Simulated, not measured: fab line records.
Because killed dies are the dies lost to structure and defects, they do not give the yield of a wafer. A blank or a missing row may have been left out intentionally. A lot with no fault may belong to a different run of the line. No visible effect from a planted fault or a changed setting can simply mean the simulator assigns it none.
Matching of chambers :: flow sfq line :: SFQ_TRILAYER_A5B_CMP_CMP_130 on cmp-02: 4 sister chambers
The step polishes, stops on Nb, target thk 340.7 nm. 14 wafers are shown with their chamber, then 7 later ones without.

WAFERS WITH THEIR CHAMBER
wafer: L490.1
chamber: 0
motor current A (A): 11.5
retaining ring pressure frac: 0.999
head pressure psi (psi): 2.994

wafer: L490.3
chamber: 3
motor current A (A): 10.7
retaining ring pressure frac: 0.998
head pressure psi (psi): 2.998

wafer: L490.4
chamber: 2
motor current A (A): 9.0
retaining ring pressure frac: 0.996
head pressure psi (psi): 3.001

wafer: L493.2
chamber: 2
motor current A (A): 9.2
retaining ring pressure frac: 1.004
head pressure psi (psi): 3.000

wafer: L493.3
chamber: 0
motor current A (A): 11.0
retaining ring pressure frac: 1.000
head pressure psi (psi): 3.007

wafer: L493.4
chamber: 1
motor current A (A): 9.4
retaining ring pressure frac: 0.992
head pressure psi (psi): 3.009

wafer: L496.2
chamber: 3
motor current A (A): 10.2
retaining ring pressure frac: 0.998
head pressure psi (psi): 2.987

wafer: L496.5
chamber: 2
motor current A (A): 9.4
retaining ring pressure frac: 1.001
head pressure psi (psi): 3.015

wafer: L496.6
chamber: 1
motor current A (A): 9.8
retaining ring pressure frac: 1.000
head pressure psi (psi): 2.998

wafer: L500.1
chamber: 0
motor current A (A): 10.5
retaining ring pressure frac: 1.008
head pressure psi (psi): 3.003

wafer: L500.2
chamber: 1
motor current A (A): 9.1
retaining ring pressure frac: 0.996
head pressure psi (psi): 2.999

wafer: L500.5
chamber: 0
motor current A (A): 11.4
retaining ring pressure frac: 1.009
head pressure psi (psi): 2.993

wafer: L505.1
chamber: 3
motor current A (A): 10.5
retaining ring pressure frac: 1.002
head pressure psi (psi): 3.007

wafer: L505.2
chamber: 1
motor current A (A): 9.9
retaining ring pressure frac: 0.989
head pressure psi (psi): 3.005

SIGNATURES (means of the wafers above)
reading: motor current A
chamber 0: 11.100
chamber 1: 9.550
chamber 2: 9.200
chamber 3: 10.467
scatter within a chamber: 0.352

reading: retaining ring pressure frac
chamber 0: 1.00400
chamber 1: 0.99425
chamber 2: 1.00033
chamber 3: 0.99933
scatter within a chamber: 0.00441

reading: head pressure psi
chamber 0: 2.99925
chamber 1: 3.00275
chamber 2: 3.00533
chamber 3: 2.99733
scatter within a chamber: 0.0075
Rule: distance of a wafer from a chamber = root of the sum over the readings of ((wafer's reading minus chamber's mean) / reading's scatter) squared. The wafer belongs to the nearest chamber; if the next one is less than 2 further off, it can't be placed. The scatter is the square root of a quotient: the sum, over the shown wafers, of each reading's squared deviation from its chamber's mean, divided by wafers minus chambers.

WAFERS WITH NO CHAMBER GIVEN
wafer: L505.6
motor current A (A): 10.0
retaining ring pressure frac: 1.000
head pressure psi (psi): 2.999

wafer: L506.4
motor current A (A): 10.9
retaining ring pressure frac: 1.003
head pressure psi (psi): 2.995

wafer: L506.2
motor current A (A): 9.1
retaining ring pressure frac: 1.002
head pressure psi (psi): 2.996

wafer: L506.3
motor current A (A): 9.4
retaining ring pressure frac: 0.996
head pressure psi (psi): 3.007

wafer: L510.1
motor current A (A): 11.3
retaining ring pressure frac: 1.004
head pressure psi (psi): 3.004

wafer: L510.2
motor current A (A): 9.8
retaining ring pressure frac: 0.999
head pressure psi (psi): 2.992

wafer: L510.4
motor current A (A): 10.5
retaining ring pressure frac: 0.996
head pressure psi (psi): 2.994

WHICH CHAMBER EACH ONE RAN IN
wafer: L505.6
from the rows above: can't be placed: 3 or 1 or 2 or 0
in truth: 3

wafer: L506.4
from the rows above: can't be placed: 0 or 3
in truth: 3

wafer: L506.2
from the rows above: can't be placed: 2 or 1
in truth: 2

wafer: L506.3
from the rows above: can't be placed: 1 or 2
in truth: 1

wafer: L510.1
from the rows above: can't be placed: 0 or 3
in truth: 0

wafer: L510.2
from the rows above: can't be placed: 1 or 3 or 2
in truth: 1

wafer: L510.4
from the rows above: can't be placed: 3 or 0
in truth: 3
Placed correctly: 0 of 7. From these rows, 7 cannot be placed; in 7 the true chamber is one of the candidates. 0 placed wrongly.
